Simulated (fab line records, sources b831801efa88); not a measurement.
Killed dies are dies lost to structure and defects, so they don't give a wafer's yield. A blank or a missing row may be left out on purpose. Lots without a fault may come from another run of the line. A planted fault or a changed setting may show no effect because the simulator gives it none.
Which tool did it? | flow gf180mcu | 11 lots, 33 wafers sampled, at 1 step of a route of 602

WHAT THE GAUGES READ, wafer by wafer
GF_M4_OVL_MEAS_15.
lot  | measured     | on         | M4_OVL (nm)
L196 | day 24 16:57 | overlay-02 | 1 0 6
L198 | day 25 14:07 | overlay-01 | 0 10 8
L203 | day 26 18:39 | overlay-02 | 4 0 6
L204 | day 27 06:27 | overlay-02 | 12 3 4
L205 | day 27 08:46 | overlay-02 | -5 6 0
L206 | day 28 01:57 | overlay-02 | -1 -7 2
L211 | day 29 01:49 | overlay-02 | 2 -3 2
L212 | day 29 15:05 | overlay-02 | 10 10 -2
L214 | day 29 17:39 | overlay-01 | 1 3 -5
L215 | day 30 02:13 | overlay-01 | 8 1 6
L216 | day 30 03:49 | overlay-02 | 0 0 -1

WHICH TOOL RAN EACH LOT (tool, then ch and the chambers of the sampled wafers, then the start)
The record holds no process step before these readings.

WHAT THE TOOLS THEMSELVES READ (means of the sampled wafers that have a number; where no wafer has one, the mark that the record gives instead)
The record holds no such reading with a usual standard deviation.

THE ANSWER, worked out from the rows above alone
Rule: what is usual is taken from the lots themselves. Put in order of their means at a reading, lots are off if they are a third of the lots or fewer, leave a main group of 4 or more, and stand apart from it by a gap of 3 or more times the standard deviation of the main group's means; of several such gaps the widest counts. A main group whose means are all the same, to the digits that the tables above print for the reading, isn't used. A lot without any number at a reading at which 4 lots or more have one is off too. The other lots that the step has rows for count as sound. The gauges are gone through in route order, then the tools' own readings, and for those a lot's mean is taken as printed above. The first step at which some lot is off is used, and at that step the reading that is off furthest; a lot without a number counts as furthest.
No lot is off at any reading shown: from this, nothing can be told.

WHAT THE SIMULATOR HAD PUT IN
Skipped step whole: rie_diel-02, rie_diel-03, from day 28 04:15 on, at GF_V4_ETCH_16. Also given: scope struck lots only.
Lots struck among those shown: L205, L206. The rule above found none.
